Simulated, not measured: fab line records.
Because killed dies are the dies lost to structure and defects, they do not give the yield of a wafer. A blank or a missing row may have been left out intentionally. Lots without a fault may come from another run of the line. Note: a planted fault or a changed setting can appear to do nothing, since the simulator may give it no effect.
Matching of chambers :: flow sky130 :: SKY_VIA3_CMP_24 on cmp-01: 4 sister chambers
The step polishes, stops on SiO2, t overpolish 20 s, target thk 0 nm. 42 wafers are shown with their chamber, then 12 later ones without.

WAFERS PAIRED WITH THEIR CHAMBERS
wafer: L075.1
chamber: 0
motorCurrentA (A): 10.8
timeToEndpointS (s): 100
overpolishRunS (s): 20.000

wafer: L075.2
chamber: 1
motorCurrentA (A): 11.7
timeToEndpointS (s): 95
overpolishRunS (s): 19.986

wafer: L075.5
chamber: 0
motorCurrentA (A): 10.4
timeToEndpointS (s): 95
overpolishRunS (s): 20.001

wafer: L077.2
chamber: 3
motorCurrentA (A): 10.9
timeToEndpointS (s): 95
overpolishRunS (s): 20.005

wafer: L077.3
chamber: 0
motorCurrentA (A): 10.4
timeToEndpointS (s): 99
overpolishRunS (s): 20.001

wafer: L077.6
chamber: 2
motorCurrentA (A): 10.8
timeToEndpointS (s): 87
overpolishRunS (s): 20.003

wafer: L078.1
chamber: 2
motorCurrentA (A): 10.7
timeToEndpointS (s): 93
overpolishRunS (s): 19.996

wafer: L078.5
chamber: 1
motorCurrentA (A): 11.8
timeToEndpointS (s): 100
overpolishRunS (s): 19.989

wafer: L078.6
chamber: 0
motorCurrentA (A): 10.4
timeToEndpointS (s): 98
overpolishRunS (s): 19.990

wafer: L080.3
chamber: 0
motorCurrentA (A): 10.5
timeToEndpointS (s): 97
overpolishRunS (s): 19.994

wafer: L080.4
chamber: 1
motorCurrentA (A): 11.1
timeToEndpointS (s): 98
overpolishRunS (s): 19.992

wafer: L080.5
chamber: 0
motorCurrentA (A): 10.2
timeToEndpointS (s): 100
overpolishRunS (s): 20.003

wafer: L080.1
chamber: 3
motorCurrentA (A): 10.1
timeToEndpointS (s): 99
overpolishRunS (s): 19.998

wafer: L080.2
chamber: 2
motorCurrentA (A): 11.1
timeToEndpointS (s): 94
overpolishRunS (s): 19.985

wafer: L080.6
chamber: 1
motorCurrentA (A): 11.5
timeToEndpointS (s): 98
overpolishRunS (s): 19.991

wafer: L084.3
chamber: 2
motorCurrentA (A): 11.2
timeToEndpointS (s): 95
overpolishRunS (s): 20.021

wafer: L084.4
chamber: 3
motorCurrentA (A): 10.5
timeToEndpointS (s): 95
overpolishRunS (s): 19.994

wafer: L084.6
chamber: 2
motorCurrentA (A): 11.1
timeToEndpointS (s): 95
overpolishRunS (s): 19.988

wafer: L084.1
chamber: 0
motorCurrentA (A): 11.1
timeToEndpointS (s): 103
overpolishRunS (s): 19.997

wafer: L084.2
chamber: 1
motorCurrentA (A): 11.9
timeToEndpointS (s): 98
overpolishRunS (s): 19.990

wafer: L084.5
chamber: 3
motorCurrentA (A): 10.7
timeToEndpointS (s): 99
overpolishRunS (s): 20.007

wafer: L085.1
chamber: 1
motorCurrentA (A): 11.8
timeToEndpointS (s): 97
overpolishRunS (s): 20.002

wafer: L085.4
chamber: 3
motorCurrentA (A): 11.0
timeToEndpointS (s): 98
overpolishRunS (s): 20.018

wafer: L085.5
chamber: 0
motorCurrentA (A): 11.0
timeToEndpointS (s): 100
overpolishRunS (s): 19.994

wafer: L088.3
chamber: 1
motorCurrentA (A): 12.0
timeToEndpointS (s): 96
overpolishRunS (s): 19.995

wafer: L088.4
chamber: 2
motorCurrentA (A): 10.9
timeToEndpointS (s): 89
overpolishRunS (s): 20.002

wafer: L088.5
chamber: 0
motorCurrentA (A): 11.4
timeToEndpointS (s): 94
overpolishRunS (s): 19.995

wafer: L089.4
chamber: 3
motorCurrentA (A): 10.7
timeToEndpointS (s): 93
overpolishRunS (s): 19.999

wafer: L089.5
chamber: 0
motorCurrentA (A): 11.0
timeToEndpointS (s): 94
overpolishRunS (s): 19.995

wafer: L089.6
chamber: 3
motorCurrentA (A): 10.8
timeToEndpointS (s): 93
overpolishRunS (s): 20.014

wafer: L093.1
chamber: 1
motorCurrentA (A): 11.4
timeToEndpointS (s): 96
overpolishRunS (s): 20.005

wafer: L093.2
chamber: 0
motorCurrentA (A): 10.9
timeToEndpointS (s): 97
overpolishRunS (s): 19.999

wafer: L093.4
chamber: 3
motorCurrentA (A): 10.2
timeToEndpointS (s): 97
overpolishRunS (s): 20.015

wafer: L094.1
chamber: 3
motorCurrentA (A): 10.6
timeToEndpointS (s): 96
overpolishRunS (s): 19.991

wafer: L094.3
chamber: 2
motorCurrentA (A): 11.3
timeToEndpointS (s): 93
overpolishRunS (s): 19.995

wafer: L094.5
chamber: 0
motorCurrentA (A): 10.7
timeToEndpointS (s): 97
overpolishRunS (s): 19.992

wafer: L094.2
chamber: 0
motorCurrentA (A): 10.4
timeToEndpointS (s): 100
overpolishRunS (s): 20.004

wafer: L094.4
chamber: 1
motorCurrentA (A): 11.0
timeToEndpointS (s): 98
overpolishRunS (s): 20.002

wafer: L094.6
chamber: 3
motorCurrentA (A): 10.4
timeToEndpointS (s): 97
overpolishRunS (s): 20.010

wafer: L095.1
chamber: 3
motorCurrentA (A): 9.8
timeToEndpointS (s): 97
overpolishRunS (s): 20.021

wafer: L095.2
chamber: 1
motorCurrentA (A): 11.6
timeToEndpointS (s): 97
overpolishRunS (s): 19.991

wafer: L095.6
chamber: 2
motorCurrentA (A): 11.6
timeToEndpointS (s): 91
overpolishRunS (s): 20.004

SIGNATURES (means of the wafers above)
reading: motorCurrentA
chamber 0: 10.708
chamber 1: 11.580
chamber 2: 11.088
chamber 3: 10.518
scatter within a chamber: 0.342

reading: timeToEndpointS
chamber 0: 98.00
chamber 1: 97.30
chamber 2: 92.12
chamber 3: 96.27
scatter within a chamber: 2.33

reading: overpolishRunS
chamber 0: 19.99731
chamber 1: 19.99430
chamber 2: 19.99925
chamber 3: 20.00655
scatter within a chamber: 0.0081
Rule: for each reading, subtract the chamber's mean from the wafer's reading, divide by that reading's scatter and square the result; add these up over the readings and take the root, which gives the wafer's distance from the chamber. The wafer belongs to the nearest chamber; if the next one is less than 2 further off, it can't be placed. The scatter: take each reading less its chamber's mean, square it, sum over the shown wafers, divide by the number of wafers less the number of chambers, and take the root.

WAFERS WHOSE CHAMBER IS MISSING
wafer: L095.3
motorCurrentA (A): 11.0
timeToEndpointS (s): 91
overpolishRunS (s): 20.011

wafer: L095.4
motorCurrentA (A): 10.5
timeToEndpointS (s): 99
overpolishRunS (s): 20.010

wafer: L095.5
motorCurrentA (A): 10.8
timeToEndpointS (s): 95
overpolishRunS (s): 19.999

wafer: L096.2
motorCurrentA (A): 10.4
timeToEndpointS (s): 92
overpolishRunS (s): 20.017

wafer: L096.4
motorCurrentA (A): 11.4
timeToEndpointS (s): 93
overpolishRunS (s): 20.015

wafer: L096.5
motorCurrentA (A): 11.4
timeToEndpointS (s): 91
overpolishRunS (s): 19.998

wafer: L097.1
motorCurrentA (A): 10.6
timeToEndpointS (s): 97
overpolishRunS (s): 20.006

wafer: L097.3
motorCurrentA (A): 11.4
timeToEndpointS (s): 92
overpolishRunS (s): 19.996

wafer: L097.4
motorCurrentA (A): 10.6
timeToEndpointS (s): 99
overpolishRunS (s): 19.993

wafer: L097.2
motorCurrentA (A): 10.5
timeToEndpointS (s): 97
overpolishRunS (s): 20.002

wafer: L097.5
motorCurrentA (A): 11.5
timeToEndpointS (s): 100
overpolishRunS (s): 19.995

wafer: L097.6
motorCurrentA (A): 11.8
timeToEndpointS (s): 95
overpolishRunS (s): 19.990

WHICH CHAMBER EACH ONE RAN IN
wafer: L095.3
from the rows above: can't be placed: 2 or 3 or 0
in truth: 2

wafer: L095.4
from the rows above: can't be placed: 3 or 0
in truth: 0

wafer: L095.5
from the rows above: can't be placed: 0 or 3 or 2 or 1
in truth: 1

wafer: L096.2
from the rows above: can't be placed: 3 or 2 or 0
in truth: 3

wafer: L096.4
from the rows above: can't be placed: 2 or 3 or 1 or 0
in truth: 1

wafer: L096.5
from the rows above: can't be placed: 2 or 1
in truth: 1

wafer: L097.1
from the rows above: can't be placed: 3 or 0
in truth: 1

wafer: L097.3
from the rows above: can't be placed: 2 or 1
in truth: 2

wafer: L097.4
from the rows above: can't be placed: 0 or 3
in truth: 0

wafer: L097.2
from the rows above: can't be placed: 3 or 0
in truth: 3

wafer: L097.5
from the rows above: can't be placed: 1 or 0
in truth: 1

wafer: L097.6
from the rows above: can't be placed: 1 or 2
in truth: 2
Correct placement for 0 of the 12. Not placeable from these rows: 12 (in 11, the candidates include the true chamber). Wrongly placed: 0.
